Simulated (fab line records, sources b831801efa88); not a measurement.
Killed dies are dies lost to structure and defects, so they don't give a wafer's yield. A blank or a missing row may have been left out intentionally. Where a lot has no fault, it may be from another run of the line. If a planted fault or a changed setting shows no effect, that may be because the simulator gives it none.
Which tool is to blame?    flow gf180mcu    18 wafers sampled from 6 lots at 1 step of a route of 602

WHAT EACH GAUGE READ, for each wafer
GF_HV_LDD_OVL_MEAS_08.
lot   measured      on          HV_LDD_OVL (nm)
L468  day 11 01:04  overlay-02  -0.3 0.5 1.2
L470  day 11 11:05  overlay-01  2.0 1.4 1.0
L472  day 12 04:56  overlay-02  0.5 1.8 1.4
L481  day 14 19:16  overlay-01  -2.0 0.0 -1.6
L483  day 15 11:07  overlay-01  1.4 -1.4 -0.1
L488  day 17 07:16  overlay-02  2.6 -1.7 1.3

TOOL THAT RAN EACH LOT (tool first, then ch and the chambers of the sampled wafers, then the start)
The record holds no process step before these readings.

THE ANSWER, worked out from the rows above alone
Rule: usual is defined by the lots themselves. Put in order of their means at a reading, lots are off if they are a third of the lots or fewer, leave a main group of 4 or more, and stand apart from it by a gap of 3 or more times the standard deviation of the main group's means; of several such gaps the widest counts. A main group is skipped when, at the precision printed for the reading in the tables above, its means are all equal. Also off: a lot with no number at a reading for which 4 or more lots have one. Where the step has rows for the other lots, those lots are counted as sound.
None of the lots is off at any reading shown; this tells nothing.

WHAT HAD BEEN PUT IN BY THE SIMULATOR
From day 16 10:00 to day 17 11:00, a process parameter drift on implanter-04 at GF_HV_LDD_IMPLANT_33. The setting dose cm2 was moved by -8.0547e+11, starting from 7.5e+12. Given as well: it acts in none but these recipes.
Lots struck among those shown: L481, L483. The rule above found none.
